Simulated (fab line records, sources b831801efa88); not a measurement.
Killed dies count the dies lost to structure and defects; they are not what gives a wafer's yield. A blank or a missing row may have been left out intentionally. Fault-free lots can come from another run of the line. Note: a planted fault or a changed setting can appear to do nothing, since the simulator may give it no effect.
Problem report, 8D (eight disciplines) form, completed by code ; flow sky130 ; the parts of the form that need people (team, actions taken, sign-off) are left out

== 1. PROBLEM STATEMENT ==
tilt deg at SKY_LDD_N_IMPLANT_13 reads a mean of -0.008 degrees on 6 wafers of 2 lots; wafers without a fault read 29.999 degrees with a standard deviation of 0.019. That is -99 or more standard deviations from the usual mean.
First seen on wafer L769.1, day 21 19:23, on implanter-02. At this step, 18 wafers from 6 lots have a number in the record. By rule, "out" or "out of limits" means more than 4 standard deviations away from the usual mean. The rest of the wafers with a number are treated as sound.

== 2. WHAT IT IS; WHAT IT IS NOT ==
question;is;is not
which readings at this step;tilt deg;-
which lots;L769, L770;L764, L771, L776, L780
which wafers of those lots;all that have a number;-
read on which tools;implanter-02;implanter-01, implanter-04
when;from day 21 19:23;"up to then (3 sound wafers); but 9 sound wafers of L771, L776, L780 came after"

== 3. SUSPECTS, AND WHAT RULES EACH OUT ==
Counting: a tool stays on the suspect list if, at a process step up to the reading, it processed all lots that are out and no sound lot following the first of them.
- implanter-02 at SKY_LDD_N_IMPLANT_13: kept. All lots that are out passed through it, beginning with L769 at day 21 19:23, and no sound lot followed; its final sound lot before that point was L764 at day 20 01:37. On those wafers its own readings are out: tilt deg.
The count leaves implanter-02 at SKY_LDD_N_IMPLANT_13.

== 4. THE CAUSE (what the simulator had put in) ==
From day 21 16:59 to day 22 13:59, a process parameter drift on implanter-02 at SKY_LDD_N_IMPLANT_13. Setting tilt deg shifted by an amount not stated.
Counting left only this tool.

== 5. SEQUENCE OF EFFECTS, ordered by route ==
Each row: a reading whose mean over the struck wafers that have a number lies more than 3 standard deviations from the usual. Only readings for which the record gives a usual standard deviation are gone through. hours: the time from each lot's start at the first step in this table that gives one to its start at this step, as a median over the lots. sigmas: the change in usual standard deviations.
hours;step;reading;usual;on struck wafers;change;sigmas
0;SKY_LDD_N_IMPLANT_13;tilt deg;29.999 degrees;-0.008;-30.007;-99 or more
It contains these process steps:
- SKY_LDD_N_IMPLANT_13

== 6. WHAT WOULD HAVE CAUGHT IT SOONER ==
The fault began at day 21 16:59; the first out-of-limits reading in this record came at day 21 19:23, 2 hours later.
